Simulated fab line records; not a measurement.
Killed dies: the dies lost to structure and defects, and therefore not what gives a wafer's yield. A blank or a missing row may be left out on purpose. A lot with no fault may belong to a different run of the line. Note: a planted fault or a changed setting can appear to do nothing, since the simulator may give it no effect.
The tool behind it: which one? / flow gf180mcu / 42 wafers from 14 lots sampled at 3 of the route's 602 steps

WHAT EACH GAUGE READ, for each wafer
GF_VT_IMPLANT_TW_MEAS_21. Usual: VT_IMPLANT_2_TW gives 1215 (standard deviation 12).
lot=L711; measured=day 6 12:13; on=film_metro-04; VT_IMPLANT_2_TW=1200 1194 1200; flag=
lot=L712; measured=day 6 17:37; on=film_metro-04; VT_IMPLANT_2_TW=1199 1204 1202; flag=
lot=L713; measured=day 7 01:05; on=film_metro-03; VT_IMPLANT_2_TW=1229 1229 1236; flag=
lot=L715; measured=day 7 11:37; on=film_metro-01; VT_IMPLANT_2_TW=1209 1205 1204; flag=
lot=L717; measured=day 8 03:13; on=film_metro-03; VT_IMPLANT_2_TW=1232 1232 1224; flag=
lot=L719; measured=day 8 11:20; on=film_metro-04; VT_IMPLANT_2_TW=1196 1204 1197; flag=
lot=L720; measured=day 8 16:35; on=film_metro-03; VT_IMPLANT_2_TW=1228 1238 1225; flag=
lot=L724; measured=day 9 19:26; on=film_metro-01; VT_IMPLANT_2_TW=1204 1202 1203; flag=
lot=L727; measured=day 10 15:51; on=film_metro-03; VT_IMPLANT_2_TW=1233 1220 1226; flag=
lot=L729; measured=day 11 03:36; on=film_metro-01; VT_IMPLANT_2_TW=1213 1214 1218; flag=
lot=L730; measured=day 11 09:20; on=film_metro-01; VT_IMPLANT_2_TW=1213 1211 1210; flag=
lot=L732; measured=day 11 21:39; on=film_metro-01; VT_IMPLANT_2_TW=1211 1216 1217; flag=
lot=L733; measured=day 12 03:13; on=film_metro-03; VT_IMPLANT_2_TW=1230 1226 1226; flag=
lot=L734; measured=day 12 08:41; on=film_metro-01; VT_IMPLANT_2_TW=1211 1215 1211; flag=

WHAT TOOL EACH LOT RAN ON (gives the tool, then ch and the chambers of the sampled wafers, and finally the start)
lot=L711; GF_MVPSD_DEVELOP_06=litho_track-01 ch 0, day 5 04:00; GF_VT_IMPLANT_STRIP_20=plasma_asher-02 ch 0,1, day 6 12:07
lot=L712; GF_MVPSD_DEVELOP_06=litho_track-03 ch 0, day 5 10:00; GF_VT_IMPLANT_STRIP_20=plasma_asher-02 ch 0,1, day 6 17:31
lot=L713; GF_MVPSD_DEVELOP_06=litho_track-02 ch 0, day 5 16:00; GF_VT_IMPLANT_STRIP_20=plasma_asher-02 ch 0,1, day 7 00:59
lot=L715; GF_MVPSD_DEVELOP_06=litho_track-01 ch 0, day 6 02:00; GF_VT_IMPLANT_STRIP_20=plasma_asher-01 ch 0,1, day 7 11:31
lot=L717; GF_MVPSD_DEVELOP_06=litho_track-01 ch 0, day 6 18:00; GF_VT_IMPLANT_STRIP_20=plasma_asher-04 ch 0,1, day 8 03:07
lot=L719; GF_MVPSD_DEVELOP_06=litho_track-01 ch 0, day 7 01:00; GF_VT_IMPLANT_STRIP_20=plasma_asher-01 ch 0,1, day 8 11:14
lot=L720; GF_MVPSD_DEVELOP_06=litho_track-03 ch 0, day 7 06:00; GF_VT_IMPLANT_STRIP_20=plasma_asher-04 ch 0,1, day 8 16:29
lot=L724; GF_MVPSD_DEVELOP_06=litho_track-03 ch 0, day 8 09:00; GF_VT_IMPLANT_STRIP_20=plasma_asher-02 ch 0,1, day 9 19:20
lot=L727; GF_MVPSD_DEVELOP_06=litho_track-03 ch 0, day 9 03:00; GF_VT_IMPLANT_STRIP_20=plasma_asher-04 ch 0,1, day 10 15:46
lot=L729; GF_MVPSD_DEVELOP_06=litho_track-03 ch 0, day 9 14:00; GF_VT_IMPLANT_STRIP_20=plasma_asher-01 ch 0,1, day 11 03:31
lot=L730; GF_MVPSD_DEVELOP_06=litho_track-02 ch 0, day 9 19:00; GF_VT_IMPLANT_STRIP_20=plasma_asher-02 ch 0,1, day 11 09:13
lot=L732; GF_MVPSD_DEVELOP_06=litho_track-02 ch 0, day 10 07:00; GF_VT_IMPLANT_STRIP_20=plasma_asher-04 ch 0,1, day 11 21:33
lot=L733; GF_MVPSD_DEVELOP_06=litho_track-01 ch 0, day 10 13:00; GF_VT_IMPLANT_STRIP_20=plasma_asher-01 ch 1, day 12 03:07
lot=L734; GF_MVPSD_DEVELOP_06=litho_track-01 ch 0, day 10 18:00; GF_VT_IMPLANT_STRIP_20=plasma_asher-04 ch 0,1, day 12 08:35
- GF_MVPSD_DEVELOP_06: develop time 60 s.
- GF_VT_IMPLANT_STRIP_20: strips in O2/N2.

AS READ BY THE TOOLS THEMSELVES (means over the sampled wafers that have a number; for cases with no such wafer, the mark the record gives instead)
GF_MVPSD_DEVELOP_06. Usual: developer_temp_C 23.01 C, standard deviation 0.098.
lot=L711; tool=litho_track-01; developer_temp_C (C)=23.08; flag=
lot=L712; tool=litho_track-03; developer_temp_C (C)=23.02; flag=
lot=L713; tool=litho_track-02; developer_temp_C (C)=22.98; flag=
lot=L715; tool=litho_track-01; developer_temp_C (C)=22.94; flag=
lot=L717; tool=litho_track-01; developer_temp_C (C)=22.09; flag=OFF
lot=L719; tool=litho_track-01; developer_temp_C (C)=22.06; flag=OFF
lot=L720; tool=litho_track-03; developer_temp_C (C)=22.97; flag=
lot=L724; tool=litho_track-03; developer_temp_C (C)=23.04; flag=
lot=L727; tool=litho_track-03; developer_temp_C (C)=23.00; flag=
lot=L729; tool=litho_track-03; developer_temp_C (C)=23.03; flag=
lot=L730; tool=litho_track-02; developer_temp_C (C)=23.11; flag=
lot=L732; tool=litho_track-02; developer_temp_C (C)=22.96; flag=
lot=L733; tool=litho_track-01; developer_temp_C (C)=22.90; flag=
lot=L734; tool=litho_track-01; developer_temp_C (C)=22.96; flag=

GF_VT_IMPLANT_STRIP_20. Usual: drypump_motor_current_A 5.9 A, standard deviation 0.35; heater_power_w 322 W, standard deviation 22; o2_flow_sccm 3000 sccm, standard deviation 8.8; oes_product_au 0.716 a.u., standard deviation 0.0049; platen_temp_c 250.01 C, standard deviation 0.17; strip_time_to_endpoint_s 12.64 s, standard deviation 0.035.
lot=L711; tool=plasma_asher-02; drypump_motor_current_A (A)=6.3; heater_power_w (W)=321; o2_flow_sccm (sccm)=3007; oes_product_au (a.u.)=0.711; platen_temp_c (C)=249.82; strip_time_to_endpoint_s (s)=12.66; flag=
lot=L712; tool=plasma_asher-02; drypump_motor_current_A (A)=6.2; heater_power_w (W)=327; o2_flow_sccm (sccm)=2996; oes_product_au (a.u.)=0.717; platen_temp_c (C)=250.11; strip_time_to_endpoint_s (s)=12.66; flag=
lot=L713; tool=plasma_asher-02; drypump_motor_current_A (A)=6.0; heater_power_w (W)=340; o2_flow_sccm (sccm)=2997; oes_product_au (a.u.)=0.714; platen_temp_c (C)=250.00; strip_time_to_endpoint_s (s)=12.68; flag=
lot=L715; tool=plasma_asher-01; drypump_motor_current_A (A)=5.7; heater_power_w (W)=290; o2_flow_sccm (sccm)=2999; oes_product_au (a.u.)=0.718; platen_temp_c (C)=249.92; strip_time_to_endpoint_s (s)=12.67; flag=
lot=L717; tool=plasma_asher-04; drypump_motor_current_A (A)=5.8; heater_power_w (W)=329; o2_flow_sccm (sccm)=3001; oes_product_au (a.u.)=0.717; platen_temp_c (C)=249.91; strip_time_to_endpoint_s (s)=12.61; flag=
lot=L719; tool=plasma_asher-01; drypump_motor_current_A (A)=5.5; heater_power_w (W)=289; o2_flow_sccm (sccm)=3011; oes_product_au (a.u.)=0.716; platen_temp_c (C)=250.17; strip_time_to_endpoint_s (s)=12.60; flag=
lot=L720; tool=plasma_asher-04; drypump_motor_current_A (A)=5.9; heater_power_w (W)=330; o2_flow_sccm (sccm)=3001; oes_product_au (a.u.)=0.717; platen_temp_c (C)=250.14; strip_time_to_endpoint_s (s)=12.65; flag=
lot=L724; tool=plasma_asher-02; drypump_motor_current_A (A)=6.3; heater_power_w (W)=325; o2_flow_sccm (sccm)=3008; oes_product_au (a.u.)=0.719; platen_temp_c (C)=249.87; strip_time_to_endpoint_s (s)=12.59; flag=
lot=L727; tool=plasma_asher-04; drypump_motor_current_A (A)=5.9; heater_power_w (W)=334; o2_flow_sccm (sccm)=3000; oes_product_au (a.u.)=0.716; platen_temp_c (C)=250.00; strip_time_to_endpoint_s (s)=12.64; flag=
lot=L729; tool=plasma_asher-01; drypump_motor_current_A (A)=5.7; heater_power_w (W)=284; o2_flow_sccm (sccm)=3010; oes_product_au (a.u.)=0.708; platen_temp_c (C)=249.86; strip_time_to_endpoint_s (s)=12.61; flag=
lot=L730; tool=plasma_asher-02; drypump_motor_current_A (A)=6.0; heater_power_w (W)=335; o2_flow_sccm (sccm)=2997; oes_product_au (a.u.)=0.716; platen_temp_c (C)=250.02; strip_time_to_endpoint_s (s)=12.66; flag=
lot=L732; tool=plasma_asher-04; drypump_motor_current_A (A)=5.8; heater_power_w (W)=330; o2_flow_sccm (sccm)=3004; oes_product_au (a.u.)=0.717; platen_temp_c (C)=250.23; strip_time_to_endpoint_s (s)=12.65; flag=
lot=L733; tool=plasma_asher-01; drypump_motor_current_A (A)=5.4; heater_power_w (W)=306; o2_flow_sccm (sccm)=3003; oes_product_au (a.u.)=0.717; platen_temp_c (C)=250.07; strip_time_to_endpoint_s (s)=12.63; flag=
lot=L734; tool=plasma_asher-04; drypump_motor_current_A (A)=5.8; heater_power_w (W)=330; o2_flow_sccm (sccm)=2997; oes_product_au (a.u.)=0.720; platen_temp_c (C)=250.21; strip_time_to_endpoint_s (s)=12.69; flag=

THE ANSWER, worked out from the rows above alone
Rule: take the mean of a lot's wafers that have a number; if it is more than 3 standard deviations from the usual mean, the lot is off. A lot without any number at a reading at which 4 lots or more have one is off too. Any other lot the step has rows for is counted as sound. First the gauges in route order, then the tools' own readings, where a lot's mean is used as printed above. At the first step where some lot is off, the reading lying furthest off is the one used; lots without a number count as furthest.
Off: L717, L719 (GF_MVPSD_DEVELOP_06, developer_temp_C).
If a tool, at that step or one of the process steps before it, ran each lot that is off and ran no sound lot following the first of them, it fits. Of those tried, none fits.

WHAT THE SIMULATOR HAD PUT IN
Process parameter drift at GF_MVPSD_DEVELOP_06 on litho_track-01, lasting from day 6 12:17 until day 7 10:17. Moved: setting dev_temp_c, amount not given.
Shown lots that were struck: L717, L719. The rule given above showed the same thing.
